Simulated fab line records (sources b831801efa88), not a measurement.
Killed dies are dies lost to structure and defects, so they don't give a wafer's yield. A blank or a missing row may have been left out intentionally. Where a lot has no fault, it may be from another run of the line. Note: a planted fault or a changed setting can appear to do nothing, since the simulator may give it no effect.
Lot-split experiment || flow sky130 || 5 lots, 23 wafers read, on a route of 708 steps

## SPLIT DETAILS
At SKY_VIA2_CMP_02 (polishes SiO2), the setting leave above ref nm was moved away from the recipe's 495 nm on 6 of the 23 wafers read, by -3.3% to +7.2%. The other wafers ran this setting at the recipe's value.

## FROM THE SPLIT TO THE READING: what the file shows between them, 1 step
- SKY_VIA2_ETCH_14: etches BARC in N2/H2, stops on SiO2, time 45.9 s, target depth 60 nm (also split here: bias w)

## THE READING
oes product au, in a.u., at SKY_VIA2_ETCH_15 (etches SiO2 in C4F8/O2/Ar, stops on TiN, target depth 546 nm, time 84 s). Fault-free wafers of this fab line usually give 0.941 a.u., standard deviation 0.0054 a.u.

{"wafer": "L075.1", "tool, chamber at the split": "cmp-02, 1", "leave above ref nm as run, nm": 530.4, "against the recipe": "+7.2%", "oes product au, a.u.": 0.981, "against lot-mates on the recipe": "+0.043"}
{"wafer": "L075.2", "tool, chamber at the split": "cmp-02, 3", "leave above ref nm as run, nm": 530.4, "against the recipe": "+7.2%", "oes product au, a.u.": 0.968, "against lot-mates on the recipe": "+0.030"}
{"wafer": "L075.3", "tool, chamber at the split": "cmp-02, 0", "leave above ref nm as run, nm": 530.4, "against the recipe": "+7.2%", "oes product au, a.u.": 0.979, "against lot-mates on the recipe": "+0.041"}
{"wafer": "L075.4", "tool, chamber at the split": "cmp-02, 2", "leave above ref nm as run, nm": 495, "against the recipe": "recipe", "oes product au, a.u.": 0.937, "against lot-mates on the recipe": "-"}
{"wafer": "L075.6", "tool, chamber at the split": "cmp-02, 1", "leave above ref nm as run, nm": 495, "against the recipe": "recipe", "oes product au, a.u.": 0.939, "against lot-mates on the recipe": "-"}
{"wafer": "L077.2", "tool, chamber at the split": "cmp-02, 1", "leave above ref nm as run, nm": 495, "against the recipe": "recipe", "oes product au, a.u.": 0.953, "against lot-mates on the recipe": "-"}
{"wafer": "L077.3", "tool, chamber at the split": "cmp-02, 0", "leave above ref nm as run, nm": 495, "against the recipe": "recipe", "oes product au, a.u.": 0.949, "against lot-mates on the recipe": "-"}
{"wafer": "L077.5", "tool, chamber at the split": "cmp-02, 1", "leave above ref nm as run, nm": 495, "against the recipe": "recipe", "oes product au, a.u.": 0.932, "against lot-mates on the recipe": "-"}
{"wafer": "L079.1", "tool, chamber at the split": "cmp-02, 2", "leave above ref nm as run, nm": 478.9, "against the recipe": "-3.3%", "oes product au, a.u.": 0.915, "against lot-mates on the recipe": -0.029}
{"wafer": "L079.2", "tool, chamber at the split": "cmp-02, 3", "leave above ref nm as run, nm": 495, "against the recipe": "recipe", "oes product au, a.u.": 0.945, "against lot-mates on the recipe": "-"}
{"wafer": "L079.4", "tool, chamber at the split": "cmp-02, 0", "leave above ref nm as run, nm": 478.9, "against the recipe": "-3.3%", "oes product au, a.u.": 0.924, "against lot-mates on the recipe": -0.020}
{"wafer": "L079.5", "tool, chamber at the split": "cmp-02, 2", "leave above ref nm as run, nm": 478.9, "against the recipe": "-3.3%", "oes product au, a.u.": 0.919, "against lot-mates on the recipe": -0.025}
{"wafer": "L079.6", "tool, chamber at the split": "cmp-02, 1", "leave above ref nm as run, nm": 495, "against the recipe": "recipe", "oes product au, a.u.": 0.943, "against lot-mates on the recipe": "-"}
{"wafer": "L081.1", "tool, chamber at the split": "cmp-02, 2", "leave above ref nm as run, nm": 495, "against the recipe": "recipe", "oes product au, a.u.": 0.939, "against lot-mates on the recipe": "-"}
{"wafer": "L081.2", "tool, chamber at the split": "cmp-02, 0", "leave above ref nm as run, nm": 495, "against the recipe": "recipe", "oes product au, a.u.": 0.943, "against lot-mates on the recipe": "-"}
{"wafer": "L081.3", "tool, chamber at the split": "cmp-02, 3", "leave above ref nm as run, nm": 495, "against the recipe": "recipe", "oes product au, a.u.": 0.942, "against lot-mates on the recipe": "-"}
{"wafer": "L081.4", "tool, chamber at the split": "cmp-02, 1", "leave above ref nm as run, nm": 495, "against the recipe": "recipe", "oes product au, a.u.": 0.943, "against lot-mates on the recipe": "-"}
{"wafer": "L081.6", "tool, chamber at the split": "cmp-02, 1", "leave above ref nm as run, nm": 495, "against the recipe": "recipe", "oes product au, a.u.": 0.943, "against lot-mates on the recipe": "-"}
{"wafer": "L085.1", "tool, chamber at the split": "cmp-02, 2", "leave above ref nm as run, nm": 495, "against the recipe": "recipe", "oes product au, a.u.": 0.944, "against lot-mates on the recipe": "-"}
{"wafer": "L085.2", "tool, chamber at the split": "cmp-02, 3", "leave above ref nm as run, nm": 495, "against the recipe": "recipe", "oes product au, a.u.": 0.944, "against lot-mates on the recipe": "-"}
{"wafer": "L085.4", "tool, chamber at the split": "cmp-02, 0", "leave above ref nm as run, nm": 495, "against the recipe": "recipe", "oes product au, a.u.": 0.947, "against lot-mates on the recipe": "-"}
{"wafer": "L085.5", "tool, chamber at the split": "cmp-02, 0", "leave above ref nm as run, nm": 495, "against the recipe": "recipe", "oes product au, a.u.": 0.940, "against lot-mates on the recipe": "-"}
{"wafer": "L085.6", "tool, chamber at the split": "cmp-02, 3", "leave above ref nm as run, nm": 495, "against the recipe": "recipe", "oes product au, a.u.": 0.942, "against lot-mates on the recipe": "-"}

THE FIT
A straight line over all 23 wafers: oes product au changes by +0.00518 a.u. for each +1% of leave above ref nm; r = +0.94; the points scatter about the line by 0.0054 a.u.
The same after taking each lot's own level away (the mean of its wafers on the recipe; 23 wafers): +0.00578 a.u. for each +1%; r = +0.96; scatter 0.005 a.u.
Per that fit: largest leave above ref nm move, reading shift of 0.041 a.u.
The span of the lots' own levels, 0.9380 to 0.9447 a.u., comes to 1.2 times the standard deviation stated above.
So the slope is not independent of the lot-to-lot level: the two fits are not the same.
Check: with one of the wafers moved furthest among these (+7.2%) left out of the fit, the line predicts +0.039 a.u. for it against its lot-mates. Against them it came out at +0.043 a.u.

## FURTHER SPLITS ON THESE WAFERS
These wafers also went through other splits before the reading. Each is held against what the fit with the lots' levels taken away leaves over:
{"other split on the same wafers": "SKY_LI_CONTACT_SPUTTER_20 power w", "wafers away from the commonest value": 7, "r with oes product au (lot level and that fit taken away)": "+0.19"}
{"other split on the same wafers": "SKY_CONTACT_SPUTTER_23 time s", "wafers away from the commonest value": 6, "r with oes product au (lot level and that fit taken away)": "+0.15"}
{"other split on the same wafers": "SKY_METAL1_SPUTTER_01 power w", "wafers away from the commonest value": 5, "r with oes product au (lot level and that fit taken away)": -0.02}
{"other split on the same wafers": "SKY_METAL1_METAL_ETCH_19 over etch frac", "wafers away from the commonest value": 10, "r with oes product au (lot level and that fit taken away)": "+0.18"}
{"other split on the same wafers": "SKY_VIA1_HDPCVD_00 sih4 flow sccm", "wafers away from the commonest value": 10, "r with oes product au (lot level and that fit taken away)": "+0.06"}
{"other split on the same wafers": "SKY_VIA1_ETCH_15 time s", "wafers away from the commonest value": 6, "r with oes product au (lot level and that fit taken away)": "+0.23"}
{"other split on the same wafers": "SKY_VIA1_CVD_21 pressure torr", "wafers away from the commonest value": 18, "r with oes product au (lot level and that fit taken away)": "+0.00"}
{"other split on the same wafers": "SKY_METAL2_SPUTTER_04 time s", "wafers away from the commonest value": 7, "r with oes product au (lot level and that fit taken away)": "+0.16"}
{"other split on the same wafers": "SKY_METAL2_METAL_ETCH_19 time s", "wafers away from the commonest value": 7, "r with oes product au (lot level and that fit taken away)": -0.14}
{"other split on the same wafers": "SKY_VIA2_ETCH_14 bias w", "wafers away from the commonest value": 8, "r with oes product au (lot level and that fit taken away)": "+0.05"}

## THE WHOLE CHAIN: every reading that the file lists as answering this split, in the file's order
{"step": "SKY_VIA2_CMP_02", "what it does": "polishes SiO2", "reading": "SiO2_of_VIA2_HDPCVD_00.thk nm (the simulator's own value, which no gauge read)", "change (the file's fit)": "+5.18 nm for each +1% of the setting", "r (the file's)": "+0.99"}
{"step": "SKY_VIA2_ETCH_15", "what it does": "etches SiO2 in C4F8/O2/Ar, stops on TiN, target depth 546 nm, time 84 s", "reading": "oes product au", "change (the file's fit)": "+0.00573 a.u. for each +1% of the setting", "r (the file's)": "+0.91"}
{"step": "SKY_VIA2_ETCH_15", "what it does": "etches SiO2 in C4F8/O2/Ar, stops on TiN, target depth 546 nm, time 84 s", "reading": "etch.depth nm (the simulator's own value, which no gauge read)", "change (the file's fit)": "+5.39 nm for each +1% of the setting", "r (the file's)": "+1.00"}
{"step": "SKY_VIA2_ETCH_15", "what it does": "etches SiO2 in C4F8/O2/Ar, stops on TiN, target depth 546 nm, time 84 s", "reading": "VIA2.feature depth nm (the simulator's own value, which no gauge read)", "change (the file's fit)": "+5.18 nm for each +1% of the setting", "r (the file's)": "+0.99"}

## FILE'S OWN FIT
oes product au changes by +0.00573 a.u. for each +1% of leave above ref nm, r = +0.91.
